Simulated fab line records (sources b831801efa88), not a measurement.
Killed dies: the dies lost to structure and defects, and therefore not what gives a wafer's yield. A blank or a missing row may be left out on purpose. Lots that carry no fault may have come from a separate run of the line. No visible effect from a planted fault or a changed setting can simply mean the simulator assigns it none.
A single fault, viewed from 2 desks ; flow gf180mcu ; each desk holds nothing but its own numbers, with what lay behind them at the end

## DESK OF THE TOOL OWNER: pvd-sputter-03
The tool's own readings at GF_M4_SPUTTER_01 (material TiN, target thk 30 nm, time 25 s): means of the sampled wafers that have a number, for each lot that ran on this tool. Any lot whose mean is over 4 standard deviations away from the usual mean is out of limits and marked OUT; that distance is given in the brackets.
Columns: A = throttle-valve-pct at GF_M4_SPUTTER_01, usual 29.9 %
lot;first seen here;A
L211;day 25 18:25;30.5
L217;day 27 14:42;30.4
L218;day 27 23:56;30.3
Finding of this desk: none of the 3 lots has anything out of limits.

## AT THE METROLOGY DESK
What the gauges read for every lot (on any tool): the sampled wafers with a number, averaged. Any lot whose mean is over 4 standard deviations away from the usual mean is out of limits and marked OUT; that distance is given in the brackets.
Columns: A = V3_W_RS at GF_V3_RS_MEAS_24, usual 0.3286 ohm/sq; B = V3_W_THK at GF_V3_THK_MEAS_25, usual 351 nm
lot;first seen here;A;B
L210;day 25 12:02;0.3305;351
L211;day 25 17:51;0.3285;351
L217;day 27 14:08;0.3287;352
L218;day 27 23:25;0.3241;357
L223;day 29 04:12;0.3261;353
L224;day 29 10:37;0.3282;350
Finding of this desk: none of the 6 lots has anything out of limits.

## PUT TOGETHER
The tool owner's desk saw nothing out of limits.
The metrology desk saw nothing out of limits.

## WHAT THE SIMULATOR HAD PUT IN
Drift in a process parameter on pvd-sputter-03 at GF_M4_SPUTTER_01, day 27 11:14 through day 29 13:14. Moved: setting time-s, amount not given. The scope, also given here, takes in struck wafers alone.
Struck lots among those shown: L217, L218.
